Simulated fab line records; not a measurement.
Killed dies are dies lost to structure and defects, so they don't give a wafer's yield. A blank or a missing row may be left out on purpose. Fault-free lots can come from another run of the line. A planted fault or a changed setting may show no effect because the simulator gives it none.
Which tool was responsible? ; flow gf180mcu ; 39 wafers from 13 lots sampled at 6 of the route's 602 steps

## WHAT THE GAUGES READ, wafer by wafer
GF_POLY_GATE_OVL_MEAS_11.
lot;measured;on;POLY_GATE_OVL (nm)
L105;day 10 01:50;overlay-02;1 1 -1
L106;day 10 14:46;overlay-02;-8 -7 -1
L108;day 11 06:55;overlay-02;-7 -6 -11
L110;day 12 11:38;overlay-02;3 5 -1
L112;day 12 15:25;overlay-02;0 -1 2
L111;day 12 18:44;overlay-01;-2 -8 -7
L113;day 13 03:21;overlay-01;-17 -5 2
L114;day 13 03:29;overlay-01;-4 -4 -4
L116;day 13 22:49;overlay-01;-4 0 -2
L117;day 14 05:20;overlay-01;1 3 1
L121;day 15 05:08;overlay-01;8 7 5
L122;day 15 17:41;overlay-01;-4 -8 1
L124;day 16 04:31;overlay-02;1 2 -5

GF_HV_LDD_OVL_MEAS_08.
lot;measured;on;HV_LDD_OVL (nm)
L105;day 10 22:36;overlay-02;-1.5 -1.2 0.4
L106;day 11 14:21;overlay-02;0.0 0.0 -0.5
L108;day 12 03:25;overlay-01;-0.6 -0.1 1.0
L110;day 13 10:23;overlay-02;-2.2 -2.4 -1.2
L112;day 13 13:17;overlay-01;2.1 1.9 0.8
L111;day 13 16:35;overlay-01;2.5 2.7 2.1
L113;day 14 01:31;overlay-02;0.4 1.6 2.0
L114;day 14 01:50;overlay-01;-0.7 -0.8 0.1
L116;day 14 21:37;overlay-01;1.4 3.2 1.8
L117;day 15 05:52;overlay-01;1.7 1.6 3.2
L121;day 16 07:59;overlay-01;-2.4 0.7 -1.0
L122;day 16 21:26;overlay-02;-1.9 -1.8 -1.4
L124;day 17 08:02;overlay-01;-2.9 -0.6 -1.0

GF_HV_LDD_TW_MEAS_23.
lot;measured;on;HV_LDD_2_TW
L105;day 11 17:08;film-metro-02;1016 1017 1020
L106;day 12 09:59;film-metro-01;1025 1026 1025
L108;day 13 00:03;film-metro-03;1047 1046 1036
L110;day 14 07:16;film-metro-02;1025 1026 1021
L112;day 14 09:31;film-metro-01;1032 1045 1042
L111;day 14 13:55;film-metro-03;1036 1041 1043
L113;day 14 23:16;film-metro-03;1038 1031 1039
L114;day 14 23:53;film-metro-02;1025 1021 1021
L116;day 15 19:16;film-metro-02;1021 1022 1021
L117;day 16 03:47;film-metro-02;1019 1017 1018
L121;day 17 05:50;film-metro-03;1042 1038 1045
L122;day 17 20:56;film-metro-02;1014 1015 1013
L124;day 18 07:39;film-metro-01;1040 1040 1035

GF_HV_LDD_CD_MEAS_46 targets a cd of 400 nm.
lot;measured;on;cd-nm (nm)
L105;day 13 08:17;cd-sem-01;400.4 401.2 399.8
L106;day 14 02:53;cd-sem-01;402.0 400.8 405.1
L108;day 14 16:56;cd-sem-01;396.7 396.9 399.6
L110;day 16 01:43;cd-sem-01;403.5 401.0 402.2
L112;day 16 03:54;cd-sem-01;395.9 395.2 397.8
L111;day 16 08:49;cd-sem-01;393.7 397.7 397.2
L113;day 16 17:33;cd-sem-02;400.4 401.9 401.6
L114;day 16 18:45;cd-sem-01;401.5 402.0 401.1
L116;day 17 15:05;cd-sem-01;- - -
L117;day 18 01:48;cd-sem-02;398.6 399.5 398.7
L121;day 19 05:12;cd-sem-02;401.3 400.7 400.4
L122;day 19 20:59;cd-sem-01;401.6 399.9 400.6
L124;day 20 09:08;cd-sem-02;403.9 403.0 400.7

GF_HV_LDD_TW_MEAS_50.
lot;measured;on;HV_LDD_4_TW
L105;day 13 08:40;film-metro-03;568 572 568
L106;day 14 03:17;film-metro-03;572 571 569
L108;day 14 17:21;film-metro-03;571 573 571
L110;day 16 02:07;film-metro-01;571 571 570
L112;day 16 04:17;film-metro-03;572 571 573
L111;day 16 09:16;film-metro-01;572 571 568
L113;day 16 18:02;film-metro-01;572 569 570
L114;day 16 19:08;film-metro-02;564 559 562
L116;day 17 15:29;film-metro-01;30 30 30
L117;day 18 02:11;film-metro-02;552 556 553
L121;day 19 05:35;film-metro-02;562 562 559
L122;day 19 21:23;film-metro-02;560 560 562
L124;day 20 09:31;film-metro-01;569 565 567

## WHAT TOOL EACH LOT RAN ON (gives the tool, then ch and the chambers of the sampled wafers, and finally the start)
lot;GF_HV_LDD_EXPOSE_43
L105;iline-stepper-02 ch 0, day 12 22:58
L106;iline-stepper-02 ch 0, day 13 16:42
L108;iline-stepper-01 ch 0, day 14 07:08
L110;iline-stepper-01 ch 0, day 15 15:22
L112;iline-stepper-01 ch 0, day 15 17:34
L111;iline-stepper-01 ch 0, day 15 22:46
L113;iline-stepper-01 ch 0, day 16 07:05
L114;iline-stepper-01 ch 0, day 16 08:12
L116;iline-stepper-01 ch 0, day 17 04:02
L117;iline-stepper-02 ch 0, day 17 14:17
L121;iline-stepper-01 ch 0, day 18 17:32
L122;iline-stepper-01 ch 0, day 19 08:43
L124;iline-stepper-02 ch 0, day 19 21:39
- GF_HV_LDD_EXPOSE_43: exposes mask Pplus HV AREA, target cd 400 nm.

## AS READ BY THE TOOLS THEMSELVES (means over the sampled wafers that have a number; for cases with no such wafer, the mark the record gives instead)
GF_HV_LDD_EXPOSE_43.
lot;tool;reticle-temp-C (C);stage-vel-mm-s (mm/s)
L105;iline-stepper-02;23.05;500.20
L106;iline-stepper-02;22.90;500.07
L108;iline-stepper-01;22.95;499.94
L110;iline-stepper-01;23.03;500.19
L112;iline-stepper-01;22.96;500.00
L111;iline-stepper-01;22.98;499.81
L113;iline-stepper-01;22.95;500.07
L114;iline-stepper-01;22.75;500.03
L116;iline-stepper-01;23.17;500.01
L117;iline-stepper-02;22.87;500.07
L121;iline-stepper-01;23.03;499.69
L122;iline-stepper-01;22.96;499.84
L124;iline-stepper-02;23.07;500.28

## THE ANSWER, worked out from the rows above alone
Rule: what is usual is taken from the lots themselves. Put in order of their means at a reading, lots are off if they are a third of the lots or fewer, leave a main group of 4 or more, and stand apart from it by a gap of 3 or more times the standard deviation of the main group's means; of several such gaps the widest counts. Not used: any main group whose means are identical at the precision the tables above print for the reading. Also off: a lot with no number at a reading for which 4 or more lots have one. The other lots that the step has rows for count as sound. First the gauges in route order, then the tools' own readings, where a lot's mean is used as printed above. The first step at which some lot is off is used, and at that step the reading that is off furthest; a lot without a number counts as furthest.
Off: L116, at GF_HV_LDD_CD_MEAS_46 (cd-nm). Without a number there: L116. For the main group the mean is 400.1 nm and the standard deviation 2.2.
If a tool, at a process step before that reading, ran all the lots that are off and no sound lot after the first of them, it fits. Not tried: the gauges at GF_HV_LDD_CD_MEAS_46; whatever is off there is also off at GF_HV_LDD_TW_MEAS_50, on other tools, and gauge error can't account for it. None of those tried fits.

## WHAT THE SIMULATOR PUT IN
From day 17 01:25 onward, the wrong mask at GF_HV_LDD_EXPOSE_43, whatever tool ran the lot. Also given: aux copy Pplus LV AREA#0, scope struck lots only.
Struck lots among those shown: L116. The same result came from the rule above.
